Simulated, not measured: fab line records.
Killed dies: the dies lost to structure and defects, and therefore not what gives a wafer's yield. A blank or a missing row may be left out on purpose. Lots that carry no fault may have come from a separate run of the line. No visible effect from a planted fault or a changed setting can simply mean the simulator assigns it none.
Matching of chambers + flow gf180mcu + GF_V4_ETCH_16 on rie_diel-03: 4 sister chambers
The step etches BARC in N2/H2. 4 wafers are shown with their chamber, then 9 later ones without.

WAFERS PAIRED WITH THEIR CHAMBERS
| wafer  | chamber | drypump_motor_current_A (A) |
|--------|---------|-----------------------------|
| L083.6 | 2       | 5.98                        |
| L087.1 | 1       | 5.87                        |
| L087.2 | 3       | 6.40                        |
| L087.3 | 0       | 5.33                        |

WAFERS WITH NO CHAMBER GIVEN
| wafer  | drypump_motor_current_A (A) |
|--------|-----------------------------|
| L087.4 | 5.98                        |
| L087.5 | 5.97                        |
| L087.6 | 6.36                        |
| L088.1 | 6.38                        |
| L088.2 | 5.33                        |
| L088.4 | 6.00                        |
| L096.1 | 5.88                        |
| L096.2 | 6.34                        |
| L096.4 | 5.98                        |

WHICH CHAMBER EACH WENT THROUGH
| wafer  | from the rows above | in truth |
|--------|---------------------|----------|
| L087.4 | 2                   | 2        |
| L087.5 | 2                   | 2        |
| L087.6 | 3                   | 3        |
| L088.1 | 3                   | 3        |
| L088.2 | 0                   | 0        |
| L088.4 | 2                   | 2        |
| L096.1 | 1                   | 1        |
| L096.2 | 3                   | 3        |
| L096.4 | 2                   | 2        |
Placed correctly: 9 of 9. Can't be placed from these rows: 0. Placed wrongly: 0.
How it was worked out, from the rows above alone: a wafer's distance from a chamber is the root of the sum, over the readings, of the square of ((its reading less the chamber's mean) divided by the reading's scatter). If the next closest chamber is less than 2 further off than the closest, the wafer can't be placed; otherwise it belongs to the closest. For every chamber, the mean is computed from those of its wafers that are shown. The scatter: with one shown wafer a chamber, the root of the mean of the squares of how far each hidden wafer lies from its nearest shown one.
